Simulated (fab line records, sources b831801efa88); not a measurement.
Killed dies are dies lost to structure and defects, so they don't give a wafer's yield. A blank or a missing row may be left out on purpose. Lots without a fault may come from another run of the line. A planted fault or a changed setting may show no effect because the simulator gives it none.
fab line records | flow sky130
record lots=24 wafers=72 last_day=50
route steps=708 shown DNWELL@43 PWDE@54 NWELL@68 VT_ADJUST_HVTP@95 SONOS_ONO@173
lots that met no fault: from a run of the same line without faults
start_h: hours from the record's first day to the start of the lot's first wafer shown | wait_h: hours since the lot's step before | " the same as in the row above | L1.1+2: a row that stands for several wafers | - no value, or no start given | * or withheld: withheld | < > ~ a bound
route shown NAME@n: a module of which the file shows steps, and the number in the route of the first | usual: mean/standard deviation of fault-free wafers | same: alike in all rows | chamber/n: place in a boat | sites: the reading at each site | _std_site: their standard deviation | _edge_site: outer sites' mean less inner sites' | radius_mm: how far each site lies from the wafer's centre | mask NAME#n: copy n | behind: the tool/chamber that last shaped the wafer | hold: why the lot was held/for how many hours/how that ended | device: the transistor (n, p or np) that didn't switch | end of line: the same wafers' tests at the end of the route | a step without rows: its recipe alone | killed: dies lost to structure and defects at the first sort, not the wafer's yield | map: a wafer's dies, x killed, . not, _ none there
set.NAME: the setting as run; set.NAME@STEP: as run at that earlier step | model.NAME: the simulator's own value behind a step, which no gauge read
steps of the route over a sample of lots; a table a step, a row a wafer
services: from which hour (start_h, from the record's first day; less than 0 if before it) a tool's chamber was out of use, for how many hours, and why
## steps
# step SKY_DNWELL_STRIP_08
# recipe chemistry=O2/N2 power_w=1400 pressure_mtorr=1500 platen_temp_c=withheld o2_flow_sccm=3000 n2_flow_sccm=300 overash_fraction=0.5
# usual drypump_motor_current_A=5.8/0.39 n2_flow_sccm=299.9/0.91 oes_product_au=0.722/0.0047 strip_time_to_endpoint_s=36.90/0.13
# columns lot.wafer tool chamber start_h wait_h drypump_motor_current_A n2_flow_sccm oes_product_au rf_hours_counter_h strip_time_to_endpoint_s
L074.1 plasma_asher-01 0 51.30 0.1 5.7 299.5 0.722 38 36.99
L074.2 " 1 " " 6.2 300.4 0.724 38 36.93
L074.5 " 1 " " 6.2 299.5 0.727 - 36.85
L075.1 plasma_asher-01 1 59.52 0.1 6.2 300.2 0.723 39 36.99
L075.2 " 0 " " 5.7 300.4 0.727 39 36.89
L075.3 " 1 " " 6.2 300.2 0.724 - 36.86
L076.1 plasma_asher-01 0 64.35 0.1 5.7 298.8 0.722 39 36.98
L076.2 " 1 " " 6.1 299.3 0.725 39 37.05
L076.4 " 1 " " 6.1 300.0 0.726 - 36.98
L077.3 plasma_asher-03 0 70.00 0.1 5.0 301.0 0.714 - 36.90
L077.5 " 1 " " 5.9 300.4 0.725 - 36.74
L077.6 " 0 " " 5.0 300.5 0.718 - 36.84
L079.2 plasma_asher-01 1 82.62 0.1 6.1 299.7 0.716 41 36.92
L079.4 " 1 " " 6.2 298.8 0.719 - 36.87
L079.5 " 1 " " 6.2 298.9 0.714 - 36.83
L078.1 plasma_asher-01 1 82.97 0.1 6.1 298.5 0.723 41 36.96
L078.3 " 1 " " 6.2 299.8 0.729 - 37.01
L078.4 " 0 " " 5.7 298.7 0.722 - 36.93
L080.2 plasma_asher-02 1 97.16 0.1 5.4 300.2 0.723 43 36.65
L080.4 " 1 " " 5.5 301.2 0.720 - 36.67
L080.5 " 0 " " 6.3 298.4 0.721 - 36.64
L081.1 plasma_asher-01 1 97.70 0.1 6.2 297.5 0.725 42 36.91
L081.3 " 1 " " 6.2 299.7 0.725 - 36.89
L081.6 " 1 " " 6.2 299.1 0.719 - 36.95
L082.1 plasma_asher-02 1 105.35 0.1 5.4 300.4 0.724 44 36.77
L082.4 " 1 " " 5.4 300.0 0.715 - 36.90
L082.5 " 0 " " 6.2 299.3 0.721 - 36.87
L083.3 plasma_asher-01 0 109.49 0.1 5.7 299.7 0.724 - 36.81
L083.4 " 1 " " 6.2 300.1 0.712 - 36.81
L083.6 " 1 " " 6.2 299.6 0.714 - 36.85
L084.3 plasma_asher-03 1 116.89 0.1 5.8 300.2 0.725 - 37.02
L084.4 " 0 " " 4.9 298.9 0.725 - 36.87
L084.6 " 0 " " 5.0 298.9 0.724 - 36.93
L086.1 plasma_asher-03 1 119.81 0.1 5.8 300.8 0.721 28 37.14
L086.2 " 0 " " 5.0 300.4 0.726 28 37.03
L086.6 " 1 " " 5.9 300.7 0.733 - 37.10
L085.1 plasma_asher-01 0 120.16 0.1 5.7 299.6 0.713 45 36.83
L085.5 " 1 " " 6.1 299.8 0.728 - 36.83
L085.6 " 0 " " 5.7 299.0 0.716 - 36.80
L087.1 plasma_asher-03 0 124.56 0.1 4.9 300.1 0.721 28 37.11
L087.2 " 1 " " 5.8 299.7 0.721 28 36.99
L087.6 " 1 " " 5.9 299.3 0.726 - 36.94
L089.1 plasma_asher-03 1 130.65 0.1 5.9 301.0 0.715 29 36.86
L089.4 " 1 " " 5.9 301.3 0.729 - 36.67
L089.5 " 0 " " 4.9 301.6 0.724 - 36.86
L088.1 plasma_asher-01 1 130.67 0.1 6.2 301.2 0.719 46 37.01
L088.2 " 0 " " 5.7 299.1 0.716 46 37.12
L088.5 " 1 " " 6.2 301.6 0.722 - 37.04
L090.1 plasma_asher-01 0 140.57 0.1 5.7 299.9 0.718 47 36.59
L090.2 " 1 " " 6.1 300.6 0.722 47 36.68
L090.3 " 0 " " 5.7 298.7 0.717 - 36.69
L091.1 plasma_asher-01 1 144.72 0.1 6.2 301.4 0.722 47 36.84
L091.2 " 0 " " 5.7 300.6 0.719 47 36.91
L091.4 " 0 " " 5.7 299.9 0.723 - 36.78
L092.1 plasma_asher-01 0 148.60 0.1 5.7 300.0 0.727 47 36.79
L092.2 " 1 " " 6.1 300.1 0.728 47 36.71
L092.5 " 1 " " 6.2 299.6 0.728 - 36.73
L093.2 plasma_asher-02 1 154.51 0.1 5.4 300.5 0.724 49 36.97
L093.3 " 1 " " 5.4 300.3 0.719 - 37.03
L093.6 " 1 " " 5.4 300.5 0.722 - 36.98
L094.3 plasma_asher-03 1 159.14 0.1 5.8 298.5 0.722 - 36.84
L094.5 " 1 " " 5.8 299.2 0.731 - 36.93
L094.6 " 0 " " 5.0 299.8 0.723 - 36.91
L095.2 plasma_asher-01 1 165.51 0.1 6.2 300.1 0.709 49 36.85
L095.3 " 1 " " 6.2 299.5 0.722 - 36.95
L095.6 " 0 " " 5.7 299.7 0.732 - 36.87
L096.1 plasma_asher-02 0 170.02 0.1 6.2 301.3 0.717 51 36.95
L096.3 " 1 " " 5.4 298.5 0.728 - 37.04
L096.5 " 1 " " 5.4 298.5 0.732 - 36.87
L097.2 plasma_asher-01 0 177.22 0.1 5.7 299.1 0.720 50 36.81
L097.3 " 0 " " 5.7 299.0 0.719 - 36.92
L097.5 " 0 " " 5.7 299.6 0.731 - 36.97
# step SKY_PWDE_STRIP_09
# recipe chemistry=O2/N2 power_w=1400 pressure_mtorr=1500 platen_temp_c=withheld o2_flow_sccm=3000 n2_flow_sccm=300 overash_fraction=0.5
# usual drypump_motor_current_A=5.7/0.37 n2_flow_sccm=300.1/0.87 oes_product_au=0.722/0.0052 strip_time_to_endpoint_s=36.92/0.092
# columns lot.wafer tool chamber start_h wait_h drypump_motor_current_A n2_flow_sccm oes_product_au rf_hours_counter_h strip_time_to_endpoint_s
L074.1 plasma_asher-01 1 67.60 0.1 6.1 298.5 0.722 40 36.96
L074.2 " 0 " " 5.7 299.9 0.724 40 36.88
L074.5 " 0 " " 5.7 300.0 0.714 - 36.94
L075.1 plasma_asher-01 0 75.79 0.1 5.7 300.3 0.719 40 37.00
L075.2 " 1 " " 6.1 298.4 0.717 40 36.93
L075.3 " 1 " " 6.1 299.5 0.713 - 36.99
L076.1 plasma_asher-01 1 80.27 0.1 6.2 299.6 0.726 41 36.84
L076.2 " 0 " " 5.7 299.0 0.716 41 36.86
L076.4 " 0 " " 5.7 299.5 0.718 - 36.89
L077.3 plasma_asher-01 0 86.14 0.1 5.7 299.8 0.728 - 37.05
L077.5 " 0 " " 5.7 299.8 0.723 - 36.98
L077.6 " 1 " " 6.1 299.6 0.719 - 36.92
L079.2 plasma_asher-03 0 98.85 0.1 4.9 301.5 0.731 26 37.00
L079.4 " 0 " " 5.0 299.8 0.729 - 37.03
L079.5 " 0 " " 5.0 300.6 0.721 - 37.05
L078.1 plasma_asher-04 0 98.89 0.1 5.8 300.2 0.715 42 36.86
L078.3 " 0 " " 5.8 300.4 0.724 - 36.89
L078.4 " 1 " " 5.3 300.1 0.723 - 36.78
L080.2 plasma_asher-03 1 114.39 0.1 5.9 298.6 0.720 27 36.86
L080.4 " 0 " " 5.0 298.8 0.718 - 36.82
L080.5 " 0 " " 5.0 300.1 0.723 - 36.81
L081.1 plasma_asher-01 1 115.40 0.1 6.1 299.2 0.728 44 36.80
L081.3 " 0 " " 5.7 299.5 0.723 - 36.80
L081.6 " 0 " " 5.7 301.0 0.718 - 36.72
L082.1 plasma_asher-03 0 123.77 0.1 5.0 301.0 0.724 28 36.97
L082.4 " 0 " " 5.0 301.2 0.718 - 37.02
L082.5 " 0 " " 5.0 300.2 0.719 - 36.98
L083.3 plasma_asher-01 1 127.64 0.1 6.2 300.9 0.717 - 36.86
L083.4 " 0 " " 5.7 299.3 0.730 - 36.97
L083.6 " 0 " " 5.7 300.4 0.717 - 37.06
L084.3 plasma_asher-03 0 136.26 0.1 5.0 301.2 0.721 - 36.91
L084.4 " 1 " " 5.8 301.8 0.717 - 36.98
L084.6 " 1 " " 5.8 300.3 0.711 - 37.02
L086.1 plasma_asher-04 1 139.00 0.1 5.3 300.7 0.724 2 37.05
L086.2 " 0 " " 5.8 300.6 0.725 2 37.05
L086.6 " 0 " " 5.8 299.1 0.722 - 37.00
L085.1 plasma_asher-04 1 139.64 0.1 5.3 301.2 0.725 2 37.02
L085.5 " 0 " " 5.8 301.3 0.719 - 37.00
L085.6 " 1 " " 5.3 299.6 0.712 - 37.11
L087.1 plasma_asher-04 1 143.15 0.1 5.3 300.0 0.730 2 37.00
L087.2 " 0 " " 5.8 300.7 0.724 2 36.97
L087.6 " 1 " " 5.3 300.6 0.727 - 36.80
L089.1 plasma_asher-04 0 150.24 0.1 5.8 301.7 0.727 3 36.88
L089.4 " 1 " " 5.3 299.4 0.725 - 36.82
L089.5 " 1 " " 5.3 300.6 0.716 - 36.89
L088.1 plasma_asher-01 0 150.50 0.1 5.7 299.9 0.713 48 36.93
L088.2 " 1 " " 6.1 300.0 0.723 48 36.88
L088.5 " 0 " " 5.7 298.4 0.719 - 36.87
L090.1 plasma_asher-01 0 160.27 0.1 5.7 300.4 0.721 49 36.77
L090.2 " 1 " " 6.1 300.0 0.718 49 36.80
L090.3 " 1 " " 6.1 299.6 0.720 - 36.96
L091.1 plasma_asher-04 1 164.15 0.1 5.3 301.4 0.718 4 36.91
L091.2 " 0 " " 5.8 300.0 0.716 4 36.91
L091.4 " 0 " " 5.8 298.5 0.717 - 36.92
L092.1 plasma_asher-01 1 168.75 0.1 6.2 298.4 0.724 49 36.99
L092.2 " 0 " " 5.7 300.3 0.730 49 37.05
L092.5 " 1 " " 6.1 298.7 0.725 - 37.05
L093.2 plasma_asher-03 0 174.00 0.1 4.9 300.0 0.714 33 36.87
L093.3 " 0 " " 5.0 301.1 0.723 - 36.91
L093.6 " 0 " " 5.0 300.4 0.734 - 36.91
L094.3 plasma_asher-01 0 180.33 0.1 5.7 299.3 0.722 - 36.93
L094.5 " 1 " " 6.2 301.4 0.733 - 36.95
L094.6 " 0 " " 5.7 298.3 0.710 - 36.96
L095.2 plasma_asher-03 1 185.84 0.1 5.9 300.4 0.720 34 36.90
L095.3 " 1 " " 5.9 300.7 0.719 - 36.99
L095.6 " 0 " " 4.9 301.2 0.720 - 37.03
L096.1 plasma_asher-04 0 191.75 0.1 5.8 300.2 0.720 7 36.87
L096.3 " 0 " " 5.8 300.4 0.719 - 36.79
L096.5 " 1 " " 5.3 301.0 0.725 - 36.83
L097.2 plasma_asher-04 1 199.04 0.1 5.3 300.2 0.727 8 36.84
L097.3 " 0 " " 5.8 300.1 0.723 - 36.82
L097.5 " 1 " " 5.3 298.7 0.721 - 36.83
# step SKY_NWELL_TW_MEAS_15
# usual NWELL_TW=1810/9.8
# columns lot.wafer tool chamber start_h wait_h NWELL_TW
L074.1 film_metro-03 - 84.44 0.1 1793
L074.2 " - " " 1816
L074.5 " - " " 1811
L075.1 film_metro-01 - 92.52 0.1 1807
L075.2 " - " " 1801
L075.3 " - " " 1803
L076.1 film_metro-04 - 96.84 0.1 1814
L076.2 " - " " 1816
L076.4 " - " " 1816
L077.3 film_metro-03 - 102.66 0.1 1803
L077.5 " - " " 1809
L077.6 " - " " 1808
L079.2 film_metro-04 - 116.96 0.1 1813
L079.4 " - " " 1816
L079.5 " - " " 1817
L078.1 film_metro-03 - 117.05 0.1 1809
L078.3 " - " " 1815
L078.4 " - " " 1814
L080.2 film_metro-01 - 133.63 0.1 1818
L080.4 " - " " 1823
L080.5 " - " " 1810
L081.1 film_metro-03 - 134.44 0.1 1816
L081.3 " - " " 1825
L081.6 " - " " 1817
L082.1 film_metro-01 - 142.65 0.1 1810
L082.4 " - " " 1811
L082.5 " - " " 1818
L083.3 film_metro-01 - 147.21 0.1 1782
L083.4 " - " " 1784
L083.6 " - " " 1803
L084.3 film_metro-01 - 155.99 0.1 1804
L084.4 " - " " 1792
L084.6 " - " " 1793
L086.1 film_metro-04 - 159.20 0.1 1812
L086.2 " - " " 1816
L086.6 " - " " 1824
L085.1 film_metro-03 - 159.49 0.1 1801
L085.5 " - " " 1808
L085.6 " - " " 1793
L087.1 film_metro-03 - 162.72 0.1 1799
L087.2 " - " " 1794
L087.6 " - " " 1799
L089.1 film_metro-01 - 171.05 0.1 1804
L089.4 " - " " 1817
L089.5 " - " " 1820
L088.1 film_metro-01 - 171.29 0.1 1816
L088.2 " - " " 1815
L088.5 " - " " 1821
L090.1 film_metro-03 - 181.60 0.1 1817
L090.2 " - " " 1817
L090.3 " - " " 1808
L091.1 film_metro-01 - 184.92 0.1 1809
L091.2 " - " " 1799
L091.4 " - " " 1810
L092.1 film_metro-03 - 189.97 0.1 1797
L092.2 " - " " 1807
L092.5 " - " " 1813
L093.2 film_metro-03 - 195.43 0.1 1818
L093.3 " - " " 1808
L093.6 " - " " 1823
L094.3 film_metro-01 - 201.69 0.1 1810
L094.5 " - " " 1813
L094.6 " - " " 1810
L095.2 film_metro-01 - 208.23 0.1 1802
L095.3 " - " " 1795
L095.6 " - " " 1788
L096.1 film_metro-01 - 214.60 0.1 1797
L096.3 " - " " 1809
L096.5 " - " " 1807
L097.2 film_metro-04 - 222.35 0.1 1817
L097.3 " - " " 1814
L097.5 " - " " 1819
# step SKY_VT_ADJUST_HVTP_STRIP_10
# recipe chemistry=O2/N2 power_w=1400 pressure_mtorr=1500 platen_temp_c=withheld o2_flow_sccm=3000 n2_flow_sccm=300 overash_fraction=0.5
# usual drypump_motor_current_A=5.6/0.4 n2_flow_sccm=300.0/0.95 oes_product_au=0.715/0.0042 strip_time_to_endpoint_s=14.21/0.035
# columns lot.wafer tool chamber start_h wait_h drypump_motor_current_A n2_flow_sccm oes_product_au rf_hours_counter_h strip_time_to_endpoint_s
L074.1 plasma_asher-02 0 119.34 0.1 6.2 300.0 0.711 46 14.20
L074.2 " 1 " " 5.4 301.4 0.712 46 14.15
L074.5 " 0 " " 6.2 300.3 0.710 - 14.20
L075.1 plasma_asher-04 1 127.89 0.1 5.3 298.2 0.722 1 14.20
L075.2 " 0 " " 5.8 300.2 0.718 1 14.20
L075.3 " 1 " " 5.3 299.1 0.714 - 14.26
L076.1 plasma_asher-02 1 132.99 0.1 5.4 297.5 0.718 47 14.19
L076.2 " 0 " " 6.2 301.2 0.717 47 14.19
L076.4 " 1 " " 5.4 297.8 0.716 - 14.17
L077.3 plasma_asher-04 0 141.06 0.1 5.8 300.6 0.713 - 14.18
L077.5 " 0 " " 5.8 301.3 0.715 - 14.22
L077.6 " 1 " " 5.3 299.7 0.710 - 14.21
L079.2 plasma_asher-04 1 156.22 0.1 5.4 300.1 0.714 4 14.24
L079.4 " 0 " " 5.8 299.5 0.717 - 14.18
L079.5 " 0 " " 5.8 299.6 0.726 - 14.18
L078.1 plasma_asher-02 0 156.72 0.1 6.2 299.2 0.710 49 14.22
L078.3 " 0 " " 6.2 298.7 0.711 - 14.28
L078.4 " 1 " " 5.4 300.1 0.705 - 14.20
L080.2 plasma_asher-04 1 173.47 0.1 5.4 299.1 0.718 5 14.17
L080.4 " 1 " " 5.3 301.8 0.714 - 14.20
L080.5 " 1 " " 5.4 300.1 0.708 - 14.16
L081.1 plasma_asher-03 0 173.77 0.1 5.0 300.5 0.709 33 14.19
L081.3 " 0 " " 5.0 299.8 0.715 - 14.22
L081.6 " 0 " " 5.0 301.3 0.715 - 14.16
L082.1 plasma_asher-02 1 183.57 0.1 5.4 298.7 0.715 52 14.23
L082.4 " 1 " " 5.4 298.6 0.709 - 14.23
L082.5 " 1 " " 5.4 297.7 0.711 - 14.24
L083.3 plasma_asher-04 1 188.35 0.1 5.3 299.6 0.716 - 14.18
L083.4 " 0 " " 5.8 300.2 0.710 - 14.18
L083.6 " 0 " " 5.8 301.5 0.714 - 14.21
L084.3 plasma_asher-02 1 198.66 0.1 5.4 299.8 0.708 - 14.27
L084.4 " 0 " " 6.2 299.7 0.719 - 14.25
L084.6 " 1 " " 5.4 300.0 0.721 - 14.30
L086.1 plasma_asher-03 1 202.27 0.1 5.8 299.6 0.716 36 14.21
L086.2 " 0 " " 5.0 300.2 0.717 36 14.22
L086.6 " 0 " " 5.0 300.1 0.709 - 14.17
L085.1 plasma_asher-02 1 202.57 0.1 5.4 300.0 0.714 54 14.21
L085.5 " 1 " " 5.4 300.6 0.718 - 14.19
L085.6 " 0 " " 6.2 301.9 0.716 - 14.18
L087.1 plasma_asher-04 1 205.52 0.1 5.3 299.7 0.709 8 14.26
L087.2 " 0 " " 5.8 301.1 0.718 8 14.22
L087.6 " 0 " " 5.8 301.7 0.716 - 14.26
L089.1 plasma_asher-03 1 214.82 0.1 5.9 298.8 0.722 37 14.24
L089.4 " 1 " " 5.9 300.4 0.720 - 14.21
L089.5 " 1 " " 5.8 299.7 0.712 - 14.22
L088.1 plasma_asher-03 0 215.57 0.1 5.0 300.6 0.719 37 14.23
L088.2 " 1 " " 5.9 299.0 0.717 37 14.19
L088.5 " 1 " " 5.9 299.8 0.709 - 14.16
L090.1 plasma_asher-04 1 226.92 0.1 5.3 300.5 0.714 10 14.24
L090.2 " 0 " " 5.8 299.8 0.706 10 14.23
L090.3 " 1 " " 5.3 301.0 0.714 - 14.24
L091.1 plasma_asher-04 1 230.34 0.1 5.3 300.1 0.713 10 14.16
L091.2 " 0 " " 5.8 298.7 0.719 10 14.14
L091.4 " 1 " " 5.3 300.7 0.719 - 14.19
L092.1 plasma_asher-02 1 235.12 0.1 5.5 299.4 0.722 57 14.20
L092.2 " 0 " " 6.2 299.9 0.712 57 14.23
L092.5 " 0 " " 6.2 299.4 0.720 - 14.23
L093.2 plasma_asher-04 1 242.09 0.1 5.3 300.8 0.713 12 14.21
L093.3 " 0 " " 5.8 301.3 0.720 - 14.19
L093.6 " 0 " " 5.8 300.7 0.714 - 14.22
L094.3 plasma_asher-03 1 248.80 0.1 5.8 301.5 0.718 - 14.14
L094.5 " 1 " " 5.8 300.4 0.724 - 14.14
L094.6 " 0 " " 4.9 300.2 0.712 - 14.20
L095.2 plasma_asher-03 1 255.84 0.1 5.9 298.2 0.709 41 14.20
L095.3 " 0 " " 5.0 300.8 0.707 - 14.13
L095.6 " 0 " " 5.0 301.9 0.716 - 14.20
L096.1 plasma_asher-03 1 263.07 0.1 5.8 299.9 0.718 42 14.23
L096.3 " 1 " " 5.8 299.9 0.710 - 14.27
L096.5 " 1 " " 5.8 300.0 0.708 - 14.23
L097.2 plasma_asher-02 1 271.22 0.1 5.4 300.0 0.711 61 14.24
L097.3 " 1 " " 5.4 300.1 0.715 - 14.26
L097.5 " 0 " " 6.1 299.3 0.712 - 14.20
# step SKY_SONOS_ONO_THK_MEAS_05
# recipe reads=SiO2_of_SONOS_ONO_CVD_04
# usual SONOS_ONO_CVD_04_THK=5.75/0.096
# columns lot.wafer tool chamber start_h wait_h SONOS_ONO_CVD_04_THK[nm]
L074.1 film_metro-02 - 252.22 0.0 5.73
L074.2 " - " " 5.72
L074.5 " - " " 5.74
L075.1 film_metro-03 - 265.69 0.0 5.84
L075.2 " - " " 5.76
L075.3 " - " " 5.83
L076.1 film_metro-03 - 269.32 0.0 5.56
L076.2 " - " " 5.62
L076.4 " - " " 5.65
L077.3 film_metro-03 - 280.86 0.0 5.71
L077.5 " - " " 5.64
L077.6 " - " " 5.73
L079.2 film_metro-04 - 297.03 0.0 5.64
L079.4 " - " " 5.73
L079.5 " - " " 5.67
L078.1 film_metro-03 - 304.33 0.0 5.78
L078.3 " - " " 5.75
L078.4 " - " " 5.86
L080.2 film_metro-04 - 321.16 0.0 5.90
L080.4 " - " " 5.91
L080.5 " - " " 5.91
L081.1 film_metro-03 - 322.40 0.0 5.84
L081.3 " - " " 5.75
L081.6 " - " " 5.86
L082.1 film_metro-04 - 336.46 0.0 5.77
L082.4 " - " " 5.67
L082.5 " - " " 5.73
L083.3 film_metro-03 - 340.99 0.0 5.72
L083.4 " - " " 5.74
L083.6 " - " " 5.73
L084.3 film_metro-04 - 356.52 0.0 5.89
L084.4 " - " " 5.83
L084.6 " - " " 5.77
L085.1 film_metro-03 - 359.89 0.0 5.59
L085.5 " - " " 5.63
L085.6 " - " " 5.71
L086.1 film_metro-04 - 359.89 0.0 5.68
L086.2 " - " " 5.69
L086.6 " - " " 5.62
L087.1 film_metro-04 - 368.33 0.0 5.80
L087.2 " - " " 5.82
L087.6 " - " " 5.92
L089.1 film_metro-04 - 373.93 0.0 5.77
L089.4 " - " " 5.78
L089.5 " - " " 5.80
L088.1 film_metro-04 - 378.59 0.0 5.78
L088.2 " - " " 5.88
L088.5 " - " " 5.77
L090.1 film_metro-02 - 394.65 0.0 5.73
L090.2 " - " " 5.75
L090.3 " - " " 5.86
L091.1 film_metro-03 - 397.51 0.0 5.85
L091.2 " - " " 5.66
L091.4 " - " " 5.75
L092.1 film_metro-03 - 401.70 0.0 5.75
L092.2 " - " " 5.59
L092.5 " - " " 5.68
L093.2 film_metro-04 - 410.35 0.0 5.59
L093.3 " - " " 5.68
L093.6 " - " " 5.54
L094.3 film_metro-03 - 418.14 0.0 5.77
L094.5 " - " " 5.70
L094.6 " - " " 5.78
L095.2 film_metro-04 - 422.63 0.0 5.69
L095.3 " - " " 5.86
L095.6 " - " " 5.72
L096.1 film_metro-02 - 433.67 0.0 5.86
L096.3 " - " " 5.94
L096.5 " - " " 5.99
L097.2 film_metro-03 - 442.91 0.0 5.75
L097.3 " - " " 5.63
L097.5 " - " " 5.76
# step SKY_SONOS_ONO_ETCH_15
# recipe target_depth_nm=19.52 chemistry=CHF3/O2 source_w=600 bias_w=200 pressure_mtorr=40 chf3_flow_sccm=50 O2_flow_sccm=5 time_s=7.8
# usual bias_w=200.0/0.57 drypump_motor_current_A=6.0/0.45 oes_product_au=1.005/0.012 throttle_valve_pct=8.824/0.01
# columns lot.wafer tool chamber start_h wait_h bias_w drypump_motor_current_A oes_product_au rf_hours_counter_h throttle_valve_pct
L074.1 rie_diel-04 2 276.66 0.0 199.0 6.4 1.008 85 8.833
L074.2 " 3 " " 199.3 6.5 1.010 38 8.825
L074.5 " 2 " " 200.1 6.3 0.999 - 8.834
L075.1 rie_diel-04 2 290.89 0.0 199.8 6.4 0.987 85 8.809
L075.2 " 3 " " 200.4 6.6 1.002 38 8.822
L075.3 " 0 " " 199.8 5.6 1.015 33 8.824
L076.1 rie_diel-02 0 294.91 0.0 200.1 5.6 1.007 9 8.822
L076.2 " 1 " " 198.9 6.1 1.011 7 8.824
L076.4 " 2 " " 199.6 6.4 1.013 5 8.837
L077.3 rie_diel-04 1 306.44 0.0 200.2 5.6 1.018 3 8.815
L077.5 " 3 " " 201.1 6.5 0.996 - 8.814
L077.6 " 2 " " 199.3 6.3 0.991 - 8.816
L079.2 rie_diel-04 1 322.51 0.0 199.4 5.6 1.013 3 8.832
L079.4 " 2 " " 200.1 6.3 0.999 86 8.827
L079.5 " 2 " " 200.3 6.4 1.001 - 8.840
L078.1 rie_diel-01 0 331.46 0.0 200.6 5.3 0.999 4 8.825
L078.3 " 1 " " 199.0 5.4 1.018 7 8.819
L078.4 " 1 " " 199.0 5.4 1.029 - 8.816
L080.2 rie_diel-04 1 348.82 0.0 200.0 5.6 1.012 3 8.823
L080.4 " 3 " " 200.1 6.5 0.995 39 8.807
L080.5 " 0 " " 200.0 5.6 1.006 - 8.820
L081.1 rie_diel-02 1 350.37 0.0 201.2 6.1 1.001 8 8.811
L081.3 " 3 " " 199.9 6.4 1.004 26 8.823
L081.6 " 0 " " 198.9 5.6 1.004 - 8.818
L082.1 rie_diel-04 3 365.07 0.0 199.6 6.5 0.991 40 8.829
L082.4 " 2 " " 200.3 6.3 0.987 87 8.817
L082.5 " 2 " " 200.1 6.4 0.988 - 8.845
L083.3 rie_diel-04 1 368.92 0.0 200.3 5.6 1.017 4 8.832
L083.4 " 0 " " 200.6 5.6 1.026 35 8.810
L083.6 " 1 " " 199.5 5.6 1.015 - 8.815
L084.3 rie_diel-02 2 384.87 0.0 199.6 6.3 1.007 7 8.812
L084.4 " 0 " " 199.8 5.6 0.987 11 8.807
L084.6 " 0 " " 199.4 5.6 0.997 - 8.816
L086.1 rie_diel-04 2 388.09 0.0 199.3 6.4 0.986 87 8.803
L086.2 " 0 " " 200.1 5.6 1.025 35 8.803
L086.6 " 3 " " 199.5 6.6 1.009 - 8.821
L085.1 rie_diel-01 3 388.39 0.0 199.6 6.6 0.991 4 8.815
L085.5 " 3 " " 200.1 6.6 0.986 - 8.799
L085.6 " 1 " " 200.8 5.4 1.025 - 8.829
L087.1 rie_diel-02 2 396.59 0.0 200.5 6.3 1.003 7 8.838
L087.2 " 0 " " 200.7 5.6 0.986 11 8.817
L087.6 " 1 " " 200.2 6.1 0.986 - 8.812
L089.1 rie_diel-04 2 402.24 0.0 200.3 6.4 0.995 87 8.823
L089.4 " 3 " " 200.7 6.5 1.006 40 8.833
L089.5 " 0 " " 200.2 5.6 1.027 - 8.815
L088.1 rie_diel-01 0 407.71 0.0 200.9 5.3 1.001 6 8.818
L088.2 " 3 " " 198.8 6.6 1.007 4 8.822
L088.5 " 2 " " 200.1 5.6 1.010 - 8.841
L090.1 rie_diel-04 1 423.74 0.0 200.7 5.6 1.009 5 8.820
L090.2 " 3 " " 200.5 6.5 1.008 41 8.832
L090.3 " 0 " " 199.1 5.6 1.025 36 8.825
L091.1 rie_diel-02 2 426.44 0.0 199.9 6.3 1.013 7 8.823
L091.2 " 3 " " 200.6 6.4 1.007 27 8.820
L091.4 " 0 " " 200.2 5.6 0.997 11 8.813
L092.1 rie_diel-04 0 431.67 0.0 199.9 5.6 1.026 36 8.815
L092.2 " 2 " " 199.9 6.4 0.986 88 8.810
L092.5 " 2 " " 200.1 6.3 0.999 - 8.816
L093.2 rie_diel-02 0 440.29 0.0 200.3 5.6 0.995 12 8.814
L093.3 " 1 " " 201.3 6.0 0.991 10 8.818
L093.6 " 2 " " 200.4 6.3 1.009 - 8.824
L094.3 rie_diel-02 2 448.67 0.0 198.9 6.3 1.000 8 8.829
L094.5 " 2 " " 199.8 6.3 1.006 - 8.836
L094.6 " 0 " " 200.2 5.6 0.993 - 8.813
L095.2 rie_diel-04 2 453.32 0.0 200.2 6.3 0.985 88 8.830
L095.3 " 0 " " 199.5 5.6 1.019 37 8.838
L095.6 " 2 " " 200.0 6.3 0.993 - 8.826
L096.1 rie_diel-01 3 463.42 0.0 199.3 6.7 0.998 5 8.835
L096.3 " 1 " " 199.5 5.4 1.016 10 8.818
L096.5 " 0 " " 199.6 5.2 0.998 - 8.804
L097.2 rie_diel-01 0 472.84 0.0 200.2 5.3 0.997 7 8.846
L097.3 " 3 " " 199.5 6.6 0.979 5 8.813
L097.5 " 1 " " 200.3 5.4 1.009 - 8.838
## services
# columns tool chamber start_h hours kind
rie_diel-01 0 27.35 11.3 repair
rie_diel-02 1 30.27 3.7 repair
plasma_asher-03 - 47.68 17.7 repair
plasma_asher-01 - 70.77 2.0 repair
rie_diel-04 3 90.35 3.3 repair
plasma_asher-04 - 108.75 9.0 pm
plasma_asher-04 - 170.68 2.0 pm
rie_diel-02 - 187.00 0.7 repair
rie_diel-02 1 199.22 1.5 repair
rie_diel-02 3 216.44 2.7 repair
rie_diel-04 1 253.21 3.8 repair
rie_diel-04 2 254.22 7.9 repair
rie_diel-02 - 289.77 0.7 repair
rie_diel-02 - 291.31 2.8 pm
plasma_asher-03 - 398.54 1.7 repair
plasma_asher-01 - 411.08 1.6 repair
plasma_asher-02 - 421.25 9.0 pm
plasma_asher-04 - 431.73 14.6 pm
rie_diel-02 3 437.68 12.5 repair
rie_diel-04 2 440.29 1.2 repair
plasma_asher-02 - 445.92 0.6 repair
plasma_asher-02 - 447.96 2.8 pm
rie_diel-04 1 452.26 1.7 repair
rie_diel-04 - 455.01 14.6 pm
## key
fault none
